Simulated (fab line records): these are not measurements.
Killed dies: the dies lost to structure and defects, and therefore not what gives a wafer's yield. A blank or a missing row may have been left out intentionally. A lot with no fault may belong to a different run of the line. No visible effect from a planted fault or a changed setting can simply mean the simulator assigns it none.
Chamber matching | flow gf180mcu | 4 sister chambers for GF_STI_ETCH_14 on rie si-02
The step etches Si in HBr/Cl2/O2, target depth 360 nm, time 102.9 s. 14 wafers are shown with their chamber, then 7 later ones without.

## EACH WAFER AND ITS CHAMBER
wafer  | chamber | drypump motor current A (A) | oes product au (a.u.) | throttle valve pct (%)
L681.1 | 1       | 5.6                         | 1.000                 | 25.646
L681.2 | 3       | 5.4                         | 1.012                 | 25.645
L681.3 | 2       | 5.9                         | 0.988                 | 25.661
L682.1 | 2       | 6.0                         | 0.998                 | 25.666
L682.2 | 3       | 5.3                         | 1.013                 | 25.638
L682.3 | 0       | 5.3                         | 1.003                 | 25.651
L683.4 | 3       | 5.4                         | 1.012                 | 25.649
L683.5 | 1       | 5.6                         | 1.005                 | 25.651
L683.6 | 2       | 5.9                         | 0.990                 | 25.651
L688.1 | 3       | 5.4                         | 1.009                 | 25.659
L688.4 | 0       | 5.4                         | 1.018                 | 25.651
L688.5 | 0       | 5.4                         | 1.014                 | 25.650
L689.1 | 0       | 5.3                         | 1.016                 | 25.649
L689.2 | 2       | 6.0                         | 0.997                 | 25.664

SIGNATURES (averages over the wafers above)
reading                 | chamber 0 | chamber 1 | chamber 2 | chamber 3 | scatter within a chamber
drypump motor current A | 5.350     | 5.600     | 5.950     | 5.375     | 0.0524
oes product au          | 1.01275   | 1.00250   | 0.99325   | 1.01150   | 0.00481
throttle valve pct      | 25.65025  | 25.64850  | 25.66050  | 25.64775  | 0.00616
Rule: for a wafer and a chamber, the distance is found by dividing, reading by reading, the gap between the wafer's reading and the chamber's mean by the reading's scatter, squaring, summing and taking the root. The wafer belongs to the nearest chamber; if the next one is less than 2 further off, it can't be placed. The scatter is the square root of a quotient: the sum, over the shown wafers, of each reading's squared deviation from its chamber's mean, divided by wafers minus chambers.

## WAFERS WHOSE CHAMBER IS MISSING
wafer  | drypump motor current A (A) | oes product au (a.u.) | throttle valve pct (%)
L689.5 | 5.4                         | 1.006                 | 25.674
L696.2 | 6.0                         | 0.999                 | 25.665
L696.4 | 5.3                         | 0.991                 | 25.666
L696.6 | 5.4                         | 0.997                 | 25.662
L703.1 | 5.6                         | 1.005                 | 25.633
L703.3 | 5.4                         | 0.999                 | 25.639
L703.5 | 5.6                         | 1.018                 | 25.636

## WHICH CHAMBER EACH WENT THROUGH
wafer  | from the rows above          | in truth
L689.5 | can't be placed: 0 or 3 or 1 | 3
L696.2 | 2                            | 2
L696.4 | can't be placed: 0 or 3 or 1 | 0
L696.6 | can't be placed: 3 or 0 or 1 | 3
L703.1 | 1                            | 1
L703.3 | can't be placed: 3 or 0 or 1 | 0
L703.5 | can't be placed: 1 or 3 or 0 | 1
Placed correctly: 2 of 7. Can't be placed from these rows: 5 (the true chamber is among the candidates in 5). Wrongly placed: 0.
